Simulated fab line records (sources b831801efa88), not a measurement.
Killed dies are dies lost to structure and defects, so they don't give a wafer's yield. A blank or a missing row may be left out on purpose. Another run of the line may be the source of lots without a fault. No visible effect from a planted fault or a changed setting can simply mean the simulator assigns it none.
Matching of chambers -- flow sky130 -- SKY_VIA3_CMP_24 on cmp-01 has 4 sister chambers
The step polishes, stops on SiO2, t overpolish 20 s, target thk 0 nm. 14 wafers are shown with their chamber, then 7 later ones without.

## WAFERS WITH THEIR CHAMBER
wafer,chamber,motor-current-A (A),time-to-endpoint-s (s),overpolish-run-s (s)
L335.1,3,12.7,92,19.995
L335.2,0,9.6,87,19.999
L335.4,2,13.6,86,19.988
L339.1,1,9.6,92,19.996
L339.4,0,10.2,93,19.990
L339.6,2,14.0,96,20.024
L350.1,0,9.8,93,19.995
L350.5,3,11.9,100,20.002
L350.6,2,12.5,92,19.995
L352.1,0,10.3,92,19.999
L352.3,3,12.1,99,20.019
L352.6,0,10.2,90,20.015
L354.2,1,9.6,87,20.011
L354.4,3,12.1,93,20.006

SIGNATURES (means of the wafers above)
reading,chamber 0,chamber 1,chamber 2,chamber 3,scatter within a chamber
motor-current-A,10.020,9.600,13.367,12.200,0.44
time-to-endpoint-s,91.00,89.50,91.33,96.00,3.73
overpolish-run-s,19.99960,20.00350,20.00233,20.00550,0.0122
Rule: a wafer's distance from a chamber is the root of the sum, over the readings, of the square of ((its reading less the chamber's mean) divided by the reading's scatter). The wafer belongs to the nearest chamber; if the next one is less than 2 further off, it can't be placed. The scatter: the root of (the sum of the squares of (reading less its chamber's mean) over the shown wafers, divided by (wafers less chambers)).

## WAFERS WHOSE CHAMBER IS MISSING
wafer,motor-current-A (A),time-to-endpoint-s (s),overpolish-run-s (s)
L354.6,9.6,86,20.011
L355.1,13.3,85,20.000
L355.3,10.1,91,19.993
L355.5,11.9,96,19.994
L357.2,10.1,89,20.004
L357.4,9.9,90,20.003
L357.5,12.0,97,20.007

## WHICH CHAMBER EACH WENT THROUGH
wafer,from the rows above,in truth
L354.6,can't be placed: 1 or 0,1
L355.1,2,2
L355.3,can't be placed: 0 or 1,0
L355.5,3,3
L357.2,can't be placed: 0 or 1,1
L357.4,can't be placed: 0 or 1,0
L357.5,3,3
3 of 7 placed correctly. These rows do not allow placing 4 (true chamber among the candidates in 4). Placed wrongly: 0.
